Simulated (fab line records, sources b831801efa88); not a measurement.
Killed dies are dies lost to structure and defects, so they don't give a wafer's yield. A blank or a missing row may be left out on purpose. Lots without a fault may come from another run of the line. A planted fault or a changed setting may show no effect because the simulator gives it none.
fab line records | flow sky130
record lots=6 wafers=18 last_day=49
route steps=708 shown METAL4@622 PAD_OPEN@708
lots that met no fault: from a run of the same line without faults
start_h: hours from the record's first day to the start of the lot's first wafer shown | wait_h: hours since the lot's step before | " the same as in the row above | L1.1+2: a row that stands for several wafers | - no value, or no start given | * or withheld: withheld | < > ~ a bound
route shown NAME@n: a module of which the file shows steps, and the number in the route of the first | usual: mean/standard deviation of fault-free wafers | same: alike in all rows | chamber/n: place in a boat | sites: the reading at each site | _std_site: their standard deviation | _edge_site: outer sites' mean less inner sites' | radius_mm: how far each site lies from the wafer's centre | mask NAME#n: copy n | behind: the tool/chamber that last shaped the wafer | hold: why the lot was held/for how many hours/how that ended | device: the transistor (n, p or np) that didn't switch | end of line: the same wafers' tests at the end of the route | a step without rows: its recipe alone | killed: dies lost to structure and defects at the first sort, not the wafer's yield | map: a wafer's dies, x killed, . not, _ none there
set.NAME: the setting as run; set.NAME@STEP: as run at that earlier step | model.NAME: the simulator's own value behind a step, which no gauge read
lots at some steps of the route; a table a step, a row a wafer
services: from which hour (start_h, from the record's first day; less than 0 if before it) a tool's chamber was out of use, for how many hours, and why
## steps
# step SKY_METAL4_HMDS_06
# recipe prime_time_s=60 prime_temp_c=120
# step SKY_METAL4_COAT_07
# recipe resist=BARC temp_c=withheld time_s=withheld spin_rpm=3000 resist_thk_nm=60
# step SKY_METAL4_COAT_08
# recipe resist=KrF-thick spin_rpm=3000 resist_thk_nm=1140
# step SKY_METAL4_SOFTBAKE_09
# recipe temp_c=100 time_s=90 resist=KrF-thick
# step SKY_METAL4_EXPOSE_10
# recipe mask_id=MM4 na=0.68 source_shape=annular sigma_inner=0.4 sigma_outer=0.8 target_cd_nm=300 dose_mj=28
# step SKY_METAL4_PEB_11
# recipe peb_temp_c=withheld peb_time_s=withheld resist=KrF-thick
# step SKY_METAL4_DEVELOP_12
# recipe develop_time_s=62.73 resist=KrF-thick dev_temp_c=21
# step SKY_METAL4_CD_MEAS_13
# recipe target_cd_nm=300
# usual cd_nm=300.1/1.1
# columns lot.wafer tool chamber start_h wait_h cd_nm
L770.1 cd_sem-01 - 1072.12 - 301.2
L770.2 " - " " 298.9
L770.4 " - " " 300.1
L765.1 cd_sem-01 - 1073.47 - 301.7
L765.2 " - " " 301.0
L765.3 " - " " 300.2
L773.4 cd_sem-02 - 1076.51 - 302.6
L773.5 " - " " 300.0
L773.6 " - " " 299.8
L774.2 cd_sem-02 - 1077.92 - 299.5
L774.4 " - " " 300.3
L774.5 " - " " 299.5
L775.1 cd_sem-01 - 1081.46 - 300.9
L775.4 " - " " 301.6
L775.6 " - " " 302.5
L779.1 cd_sem-02 - 1101.79 - 300.6
L779.2 " - " " 296.9
L779.6 " - " " 298.0
# step SKY_METAL4_OVL_MEAS_14
# usual METAL4_OVL=0/6.1
# columns lot.wafer tool chamber start_h wait_h METAL4_OVL[nm]
L770.1 overlay-01 - 1072.24 0.1 -6
L770.2 " - " " -11
L770.4 " - " " -13
L765.1 overlay-01 - 1073.59 0.1 1
L765.2 " - " " 7
L765.3 " - " " -4
L773.4 overlay-01 - 1076.59 0.1 0
L773.5 " - " " -9
L773.6 " - " " 4
L774.2 overlay-01 - 1078.03 0.1 -2
L774.4 " - " " -7
L774.5 " - " " -11
L775.1 overlay-02 - 1081.58 0.1 -4
L775.4 " - " " -1
L775.6 " - " " -6
L779.1 overlay-01 - 1101.91 0.1 0
L779.2 " - " " 3
L779.6 " - " " 1
# step SKY_METAL4_DESCUM_15
# recipe chemistry=O2 source_power_w=150 bias_power_w=0 pressure_mtorr=10 temp_c=40 time_s=8
# usual drypump_motor_current_A=6.36/0.2 oes_product_au=1.007/0.011
# columns lot.wafer tool chamber start_h wait_h drypump_motor_current_A oes_product_au rf_hours_counter_h
L770.1 rie_metal-04 0 1072.28 0.0 6.33 1.004 4
L770.2 " 1 " " 6.48 1.007 1
L770.4 " 0 " " 6.34 0.995 -
L765.1 rie_metal-02 1 1073.63 0.0 6.32 1.013 17
L765.2 " 0 " " 6.58 1.012 0
L765.3 " 0 " " 6.57 1.009 -
L773.4 rie_metal-04 0 1076.62 0.0 6.35 1.008 -
L773.5 " 0 " " 6.33 1.012 -
L773.6 " 1 " " 6.49 1.002 -
L774.2 rie_metal-04 0 1078.06 0.0 6.34 1.009 4
L774.4 " 1 " " 6.46 1.009 -
L774.5 " 0 " " 6.33 1.017 -
L775.1 rie_metal-02 0 1081.61 0.0 6.58 1.017 1
L775.4 " 0 " " 6.57 1.007 -
L775.6 " 0 " " 6.57 1.012 -
L779.1 rie_metal-02 1 1101.94 0.0 6.31 1.011 20
L779.2 " 0 " " 6.59 1.018 3
L779.6 " 1 " " 6.31 1.011 -
# step SKY_METAL4_ETCH_16
# recipe chemistry=N2/H2 target=BARC ion_energy_ev=200 bias_w=100 pressure_mtorr=30 n2_flow_sccm=100 h2_flow_sccm=200 icp_w=500 stop_on=SiO2 time_s=88.2 target_depth_a=600
# usual drypump_motor_current_A=6.37/0.2 n2_flow_sccm=100.02/0.27 oes_product_au=0.627/0.0045 throttle_valve_pct=13.204/0.01
# columns lot.wafer tool chamber start_h wait_h drypump_motor_current_A n2_flow_sccm oes_product_au rf_hours_counter_h throttle_valve_pct
L770.1 rie_metal-04 0 1072.31 0.0 6.34 100.07 0.625 4 13.188
L770.2 " 1 " " 6.51 100.27 0.631 1 13.208
L770.4 " 0 " " 6.34 100.34 0.624 - 13.206
L765.1 rie_metal-02 1 1073.66 0.0 6.32 100.08 0.632 17 13.224
L765.2 " 0 " " 6.60 99.83 0.630 0 13.211
L765.3 " 0 " " 6.59 99.67 0.628 - 13.184
L773.4 rie_metal-04 0 1076.67 0.0 6.36 100.05 0.623 - 13.210
L773.5 " 0 " " 6.35 100.02 0.631 - 13.199
L773.6 " 1 " " 6.47 99.71 0.631 - 13.198
L774.2 rie_metal-04 0 1078.09 0.0 6.34 100.02 0.632 4 13.198
L774.4 " 1 " " 6.48 99.93 0.629 - 13.188
L774.5 " 0 " " 6.33 99.84 0.627 - 13.183
L775.1 rie_metal-02 0 1081.64 0.0 6.58 100.12 0.627 1 13.207
L775.4 " 0 " " 6.56 100.01 0.625 - 13.195
L775.6 " 0 " " 6.59 100.31 0.624 - 13.214
L779.1 rie_metal-02 1 1101.97 0.0 6.31 99.85 0.622 20 13.208
L779.2 " 0 " " 6.59 100.30 0.626 3 13.217
L779.6 " 1 " " 6.32 100.32 0.625 - 13.187
# step SKY_METAL4_ETCH_17
# recipe target=SiO2 stop_on=TiN chemistry=C4F8/O2/Ar source_w=1500 bias_w=1200 pressure_mtorr=40 c4f8_flow_sccm=withheld O2_flow_sccm=6 Ar_flow_sccm=300 time_s=3.9 target_depth_a=150
# usual oes_product_au=0.753/0.0087
# columns lot.wafer tool chamber start_h wait_h oes_product_au rf_hours_counter_h
L770.1 rie_diel-02 1 1072.41 0.1 0.738 25
L770.2 " 2 " " 0.746 20
L770.4 " 0 " " 0.756 13
L765.1 rie_diel-02 2 1073.76 0.1 0.757 20
L765.2 " 1 " " 0.740 25
L765.3 " 3 " " 0.754 18
L773.4 rie_diel-03 3 1076.74 0.0 0.774 0
L773.5 " 1 " " 0.770 -
L773.6 " 2 " " 0.758 -
L774.2 rie_diel-02 0 1078.19 0.1 0.742 13
L774.4 " 1 " " 0.750 25
L774.5 " 3 " " 0.747 -
L775.1 rie_diel-03 1 1081.74 0.1 0.752 12
L775.4 " 0 " " 0.749 20
L775.6 " 0 " " 0.758 -
L779.1 rie_diel-02 2 1102.07 0.1 0.738 21
L779.2 " 0 " " 0.750 14
L779.6 " 3 " " 0.750 -
# step SKY_METAL4_METAL_ETCH_18
# recipe target_depth_a=8450 stop_on=SiO2 over_etch_frac=0.3 time_s=183.1 chemistry=Cl2/BCl3 resist_sidewall_deg=88 pressure_mtorr=10 icp_w=900 bias_w=48.5 Cl2_flow_sccm=60 bcl3_flow_sccm=30
# usual drypump_motor_current_A=6.31/0.25 oes_product_au=0.864/0.0054 throttle_valve_pct=22.264/0.0086
# columns lot.wafer tool chamber start_h wait_h drypump_motor_current_A oes_product_au rf_hours_counter_h throttle_valve_pct model.KrF-thick_of_METAL4_COAT_08.thk_nm model.METAL4.cd_nm model.SiO2_of_VIA3_HDPCVD_00.thk_nm
L770.1 rie_metal-02 1 1072.43 0.0 6.32 0.870 17 22.262 520.6 305.7 436.4
L770.2 " 0 " " 6.58 0.869 0 22.264 516.4 292.2 437.1
L770.4 " 0 " " 6.58 0.856 - 22.249 515.5 296 434.8
L765.1 rie_metal-04 1 1073.78 0.0 6.50 0.864 2 22.270 522.7 305 435.2
L765.2 " 0 " " 6.33 0.863 4 22.274 522.7 292.5 435.5
L765.3 " 1 " " 6.48 0.856 - 22.269 516.8 307.7 433.9
L773.4 rie_metal-01 1 1076.82 0.1 5.76 0.864 - 22.268 526.3 289.3 435.9
L773.5 " 1 " " 5.76 0.870 - 22.268 520.8 287.4 434.9
L773.6 " 0 " " 6.35 0.857 - 22.263 505.9 301.4 435.6
L774.2 rie_metal-02 0 1078.21 0.0 6.59 0.853 1 22.269 520.9 294.1 434.7
L774.4 " 1 " " 6.29 0.862 - 22.270 521.3 303.1 432.8
L774.5 " 0 " " 6.59 0.868 - 22.262 311.2 273.5 423.8
L775.1 rie_metal-02 1 1081.76 0.0 6.31 0.868 18 22.263 519.5 302.1 435.5
L775.4 " 0 " " 6.57 0.852 - 22.261 510.6 298.5 434.9
L775.6 " 1 " " 6.32 0.866 - 22.268 306.2 287 424.7
L779.1 rie_metal-01 1 1102.09 0.0 5.76 0.867 27 22.258 520.7 292.7 433.3
L779.2 " 0 " " 6.34 0.854 23 22.264 496.2 306.2 433.3
L779.6 " 1 " " 5.77 0.863 - 22.264 523.7 290.1 433
# step SKY_METAL4_STRIP_19
# recipe chemistry=O2/N2 power_w=1400 pressure_mtorr=1500 platen_temp_c=withheld o2_flow_sccm=3000 n2_flow_sccm=300 overash_fraction=0.5
# usual drypump_motor_current_A=5.5/0.52 n2_flow_sccm=299.9/0.84 o2_flow_sccm=3001/9.3 oes_product_au=0.499/0.007 strip_time_to_endpoint_s=6.45/0.12
# columns lot.wafer tool chamber start_h wait_h drypump_motor_current_A n2_flow_sccm o2_flow_sccm oes_product_au rf_hours_counter_h strip_time_to_endpoint_s
L770.1 plasma_asher-02 0 1072.61 0.1 5.2 298.3 2998 0.493 32 6.47
L770.2 " 1 " " 4.7 299.2 3001 0.507 32 6.43
L770.4 " 1 " " 4.7 300.3 3013 0.498 - 6.43
L765.1 plasma_asher-02 0 1073.96 0.1 5.2 299.2 2984 0.503 32 6.50
L765.2 " 1 " " 4.7 299.7 3005 0.502 32 6.50
L765.3 " 0 " " 5.3 299.3 2987 0.498 - 6.44
L773.4 plasma_asher-02 0 1076.97 0.1 5.2 299.2 3021 0.501 - 6.52
L773.5 " 1 " " 4.7 299.1 2993 0.500 - 6.48
L773.6 " 0 " " 5.3 299.0 3018 0.488 - 6.33
L774.2 plasma_asher-04 1 1078.39 0.1 5.5 299.9 3002 0.499 1 6.47
L774.4 " 1 " " 5.5 299.9 3017 0.498 - 6.48
L774.5 " 1 " " 5.5 300.6 3016 0.410 - 4.34
L775.1 plasma_asher-04 0 1081.94 0.1 6.2 301.1 2995 0.500 2 6.46
L775.4 " 0 " " 6.2 299.5 2990 0.493 - 6.37
L775.6 " 0 " " 6.2 298.3 2994 0.407 - 4.27
L779.1 plasma_asher-02 0 1102.27 0.1 5.2 300.6 2986 0.498 34 6.49
L779.2 " 1 " " 4.7 300.2 3005 0.489 34 6.23
L779.6 " 0 " " 5.2 299.8 2997 0.503 - 6.50
# step SKY_METAL4_STRIP_20
# recipe chemistry=post_etch_residue_remover time_s=1200 temp_c=72.5
# step SKY_PAD_OPEN_PROBE_99
# usual defect_limited_yield=82.7/2 killed_at_M0_to_M3=42/7.4 killed_at_M4_up=3.5/1.9 killed_at_contacts=24/5.2 killed_at_front_end=15/4.5 killed_at_other=0.2/0.53 killed_dies=85/9.8 killed_open=46/7.6 killed_short=39/6.5 sort_bin_3_pad_short=0.9/0.4 sort_bin_5_function=10.3/1.5 sort_bin_6_memory=6.1/1.1 sort_n_pass=407/9.8 sort_yield_pct=82.7/2
# same gross_dies=492 killed_at_back_side=0 sort_bin_4_leakage[%]=0 sort_bin_8_speed[%]=0
# columns lot.wafer tool chamber start_h wait_h defect_limited_yield[%] killed_at_M0_to_M3 killed_at_M4_up killed_at_contacts killed_at_front_end killed_at_other killed_dies killed_open killed_short sort_bin_3_pad_short[%] sort_bin_5_function[%] sort_bin_6_memory[%] sort_n_pass sort_yield_pct[%] model.etest.met4.width_nm model.etest.met4.line_ohm_um
L770.1 prober-02 - 1159.35 0.1 82.3 45 4 23 15 0 87 51 36 1.0 9.6 7.1 405 82.3 304.5 0.1408
L770.2 prober-02 - 1159.40 0.1 80.3 59 4 23 11 0 97 50 47 0.4 10.2 9.1 395 80.3 292.6 0.1467
L770.4 prober-02 - 1159.50 0.2 81.3 46 6 28 12 0 92 42 50 0.6 11.4 6.7 400 81.3 295.5 0.1443
L765.1 prober-01 - 1161.57 0.1 83.3 36 2 23 21 0 82 50 32 0.8 10.2 5.7 410 83.3 301.8 0.1431
L765.2 prober-01 - 1161.62 0.1 83.7 35 6 23 15 1 80 44 36 1.2 9.6 5.5 412 83.7 290.4 0.1481
L765.3 prober-01 - 1161.67 0.2 84.6 43 5 21 7 0 76 38 38 0.4 9.8 5.3 416 84.6 308.4 0.1369
L773.4 prober-01 - 1164.37 0.2 82.7 42 7 22 14 0 85 45 40 0.4 10.2 6.7 407 82.7 293.2 0.1473
L773.5 prober-01 - 1164.42 0.2 84.6 34 6 18 18 0 76 34 42 0.8 8.9 5.7 416 84.6 288.6 0.1464
L773.6 prober-01 - 1164.47 0.2 83.9 37 0 23 18 1 79 44 35 0.8 9.6 5.7 413 83.9 297.8 0.1448
L774.2 prober-01 - 1165.77 0.1 83.5 30 3 35 13 0 81 44 37 1.0 9.8 5.7 411 83.5 292.7 0.1459
L774.4 prober-01 - 1165.87 0.2 81.1 53 4 17 19 0 93 44 49 1.0 12.4 5.5 399 81.1 305.6 0.1404
L774.5 prober-01 - 1165.92 0.2 82.5 36 3 24 23 0 86 54 32 0.8 10.2 6.5 406 82.5 273.1 0.1574
L775.1 prober-02 - 1167.62 0.1 82.3 49 5 15 18 0 87 53 34 1.0 11.6 5.1 405 82.3 303.2 0.1424
L775.4 prober-02 - 1167.77 0.2 83.9 35 5 29 10 0 79 42 37 0.8 10.8 4.5 413 83.9 299.1 0.1454
L775.6 prober-02 - 1167.87 0.2 83.9 43 6 19 11 0 79 46 33 0.6 10.0 5.5 413 83.9 288.4 0.1472
L779.1 prober-01 - 1185.50 0.4 81.1 48 6 21 18 0 93 53 40 1.0 12.0 5.9 399 81.1 289.9 0.1485
L779.2 prober-01 - 1185.55 0.4 82.5 35 6 27 18 0 86 41 45 1.2 9.8 6.5 406 82.5 305.7 0.1404
L779.6 prober-01 - 1185.75 0.5 81.1 43 3 32 15 0 93 58 35 0.8 11.2 6.9 399 81.1 289.1 0.1474
# killed by level:class
L770.1 VIA3:geometric_particle:open=10 VIA1:geometric_particle:open=8 LI_CONTACT:geometric_particle:open=8 CONTACT:geometric_particle:open=8 METAL2:geometric_particle:short=8 METAL1:geometric_particle:short=7 FIELD_ISO:geometric_particle:open=4 FIELD_ISO:geometric_particle:short=4
L770.2 VIA1:geometric_particle:open=14 CONTACT:geometric_particle:short=10 METAL1:geometric_particle:short=8 VIA2:geometric_particle:open=8 VIA3:geometric_particle:open=8 CONTACT:geometric_particle:open=6 METAL2:geometric_particle:short=5 VIA2:geometric_particle:short=5
L770.4 VIA1:geometric_particle:open=9 LI_CONTACT:geometric_particle:open=8 CONTACT:geometric_particle:open=8 VIA1:geometric_particle:short=8 METAL2:geometric_particle:short=8 METAL1:geometric_particle:short=7 VIA3:geometric_particle:open=6 METAL4:geometric_particle:short=5
L765.1 CONTACT:geometric_particle:open=10 VIA1:geometric_particle:open=9 FIELD_ISO:geometric_particle:open=6 VIA2:geometric_particle:short=6 POLY_GATE:geometric_particle:open=5 METAL1:geometric_particle:short=5 VIA3:geometric_particle:open=5 CONTACT:geometric_particle:short=4
L765.2 VIA1:geometric_particle:open=8 LI_CONTACT:geometric_particle:open=7 CONTACT:geometric_particle:open=7 VIA1:geometric_particle:short=6 POLY_GATE:geometric_particle:open=5 METAL4:geometric_particle:short=5 LOCAL_INTERCONNECT:geometric_particle:short=4 VIA2:geometric_particle:open=4
L765.3 CONTACT:geometric_particle:open=11 METAL1:geometric_particle:short=7 VIA1:geometric_particle:open=7 VIA1:geometric_particle:short=6 VIA2:geometric_particle:open=6 LOCAL_INTERCONNECT:geometric_particle:short=5 VIA3:geometric_particle:open=5 METAL4:geometric_particle:short=5
L773.4 CONTACT:geometric_particle:open=10 METAL2:geometric_particle:short=6 VIA1:geometric_particle:open=6 METAL4:geometric_particle:short=6 LI_CONTACT:geometric_particle:open=5 VIA2:geometric_particle:short=5 VIA2:geometric_particle:open=5 VIA3:geometric_particle:open=4
L773.5 FIELD_ISO:geometric_particle:open=6 VIA1:geometric_particle:open=6 CONTACT:geometric_particle:short=6 METAL4:geometric_particle:short=5 METAL1:geometric_particle:short=5 VIA2:geometric_particle:open=5 FIELD_ISO:geometric_particle:short=4 LI_CONTACT:geometric_particle:open=4
L773.6 VIA1:geometric_particle:open=17 CONTACT:geometric_particle:open=9 LI_CONTACT:geometric_particle:short=6 POLY_GATE:geometric_particle:open=5 METAL1:geometric_particle:short=5 VIA1:geometric_particle:short=5 FIELD_ISO:geometric_particle:short=4 POLY_GATE:geometric_particle:short=4
L774.2 CONTACT:geometric_particle:open=14 VIA1:geometric_particle:open=10 LOCAL_INTERCONNECT:geometric_particle:short=6 VIA1:geometric_particle:short=6 LI_CONTACT:geometric_particle:short=5 LI_CONTACT:geometric_particle:open=5 FIELD_ISO:geometric_particle:open=3 FIELD_ISO:geometric_particle:short=3
L774.4 VIA3:geometric_particle:open=11 VIA1:geometric_particle:open=8 METAL2:geometric_particle:short=8 VIA2:geometric_particle:open=6 METAL3:geometric_particle:short=5 VIA3:geometric_particle:short=5 FIELD_ISO:geometric_particle:short=4 SPACER:geometric_particle:short=4
L774.5 FIELD_ISO:geometric_particle:open=10 CONTACT:geometric_particle:open=9 LI_CONTACT:geometric_particle:open=8 VIA1:geometric_particle:open=8 VIA2:geometric_particle:open=8 VIA3:geometric_particle:open=6 FIELD_ISO:geometric_particle:short=5 METAL2:geometric_particle:short=4
L775.1 VIA1:geometric_particle:open=13 METAL1:geometric_particle:short=8 VIA2:geometric_particle:open=8 FIELD_ISO:geometric_particle:short=6 VIA3:geometric_particle:open=6 LI_CONTACT:geometric_particle:open=6 CONTACT:geometric_particle:open=5 VIA1:geometric_particle:short=5
L775.4 CONTACT:geometric_particle:open=10 VIA3:geometric_particle:open=8 LI_CONTACT:geometric_particle:open=7 METAL1:geometric_particle:short=7 CONTACT:geometric_particle:short=6 METAL2:geometric_particle:short=5 LOCAL_INTERCONNECT:geometric_particle:short=4 VIA2:geometric_particle:open=4
L775.6 VIA2:geometric_particle:open=12 CONTACT:geometric_particle:open=9 VIA1:geometric_particle:open=7 METAL1:geometric_particle:short=6 VIA3:geometric_particle:open=6 LI_CONTACT:geometric_particle:open=4 LI_CONTACT:geometric_particle:short=4 METAL2:geometric_particle:short=4
L779.1 VIA2:geometric_particle:open=11 CONTACT:geometric_particle:open=9 VIA1:geometric_particle:open=8 POLY_GATE:geometric_particle:short=5 VIA3:geometric_particle:open=5 CONTACT:geometric_particle:short=5 METAL2:geometric_particle:short=5 METAL4:geometric_particle:short=5
L779.2 VIA1:geometric_particle:open=8 LOCAL_INTERCONNECT:geometric_particle:short=7 CONTACT:geometric_particle:open=6 VIA2:geometric_particle:open=6 METAL2:geometric_particle:short=5 VIA1:geometric_particle:short=5 VIA3:geometric_particle:open=5 POLY_GATE:geometric_particle:short=4
L779.6 CONTACT:geometric_particle:open=15 VIA1:geometric_particle:open=9 VIA2:geometric_particle:open=9 LI_CONTACT:geometric_particle:open=7 VIA3:geometric_particle:open=7 FIELD_ISO:geometric_particle:short=6 CONTACT:geometric_particle:short=5 METAL2:geometric_particle:short=5
## services
# columns tool chamber start_h hours kind
rie_metal-02 0 1053.07 - clean
rie_metal-02 0 1053.07 19.0 scheduled_down
rie_metal-02 0 1053.07 19.0 vent_cycle
plasma_asher-04 - 1055.25 9.0 pm
plasma_asher-04 0 1055.25 9.0 vent_cycle
plasma_asher-04 1 1055.25 9.0 vent_cycle
rie_metal-01 - 1055.56 2.8 pm
plasma_asher-04 0 1064.25 - clean
plasma_asher-04 1 1064.25 - clean
rie_metal-02 - 1088.32 4.3 pm
plasma_asher-04 - 1089.68 0.6 repair
rie_metal-04 0 1092.70 2.3 repair
## key
first_sign step=SKY_METAL4_STRIP_19 reading=strip_time_to_endpoint_s direction=down sigmas=18 usual=* struck=*
effect step=SKY_METAL4_STRIP_19 reading=oes_product_au direction=down sigmas=13 usual=0.499 struck=0.408
model_effect step=SKY_METAL4_METAL_ETCH_18 value=KrF-thick_of_METAL4_COAT_08.thk_nm without=514.3 struck=308.7
model_effect step=SKY_PAD_OPEN_PROBE_99 value=etest.met4.width_nm without=302.8 struck=280.8
met_at SKY_METAL4_METAL_ETCH_18
struck_wafers L774.5,L775.6
onset_between 1072.43 1078.21
fault kind=process_parameter_drift tool=rie_metal-02 chamber=- onset_h=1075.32 steps=SKY_METAL4_METAL_ETCH_18 channel=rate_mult offset=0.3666 shape=step end_h=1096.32 scope=struck_wafers_only
